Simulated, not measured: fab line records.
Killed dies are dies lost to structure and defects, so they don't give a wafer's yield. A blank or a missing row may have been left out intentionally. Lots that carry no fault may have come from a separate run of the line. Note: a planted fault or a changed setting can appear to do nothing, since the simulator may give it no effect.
Matching of chambers	flow sky130	3 sister chambers for SKY_LI_CONTACT_HDPCVD_00 on hdpcvd-02
The step deposits PSG, target thk 930 nm, time 155 s. 6 wafers are shown with their chamber, then 7 later ones without.

== WAFERS WITH THEIR CHAMBER ==
wafer	chamber	runLengthS (s)
L466.3	2	182.3
L469.4	0	184.1
L478.1	2	182.5
L478.5	1	181.9
L477.2	1	182.2
L477.3	0	183.0

== WAFERS WITH NO CHAMBER GIVEN ==
wafer	runLengthS (s)
L477.4	182.7
L481.4	182.9
L481.5	181.8
L481.6	182.3
L485.3	182.2
L485.4	182.4
L485.6	183.0

== EACH ONE'S CHAMBER ==
wafer	from the rows above	in truth
L477.4	can't be placed: 2 or 1 or 0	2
L481.4	can't be placed: 2 or 0 or 1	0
L481.5	can't be placed: 1 or 2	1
L481.6	can't be placed: 2 or 1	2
L485.3	can't be placed: 1 or 2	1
L485.4	can't be placed: 2 or 1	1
L485.6	can't be placed: 0 or 2 or 1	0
Placed correctly: 0 of 7. Can't be placed from these rows: 7 (the true chamber is among the candidates in 7). Placed wrongly: 0.
How it was worked out, from the rows above alone: a wafer's distance from a chamber is the root of the sum, over the readings, of the square of ((its reading less the chamber's mean) divided by the reading's scatter). The wafer belongs to the nearest chamber; if the next one is less than 2 further off, it can't be placed. For every chamber, the mean is computed from those of its wafers that are shown. How the scatter is found: for the shown wafers, subtract from each reading the mean of its chamber, square and add these, divide the total by (wafers less chambers), then take the root.
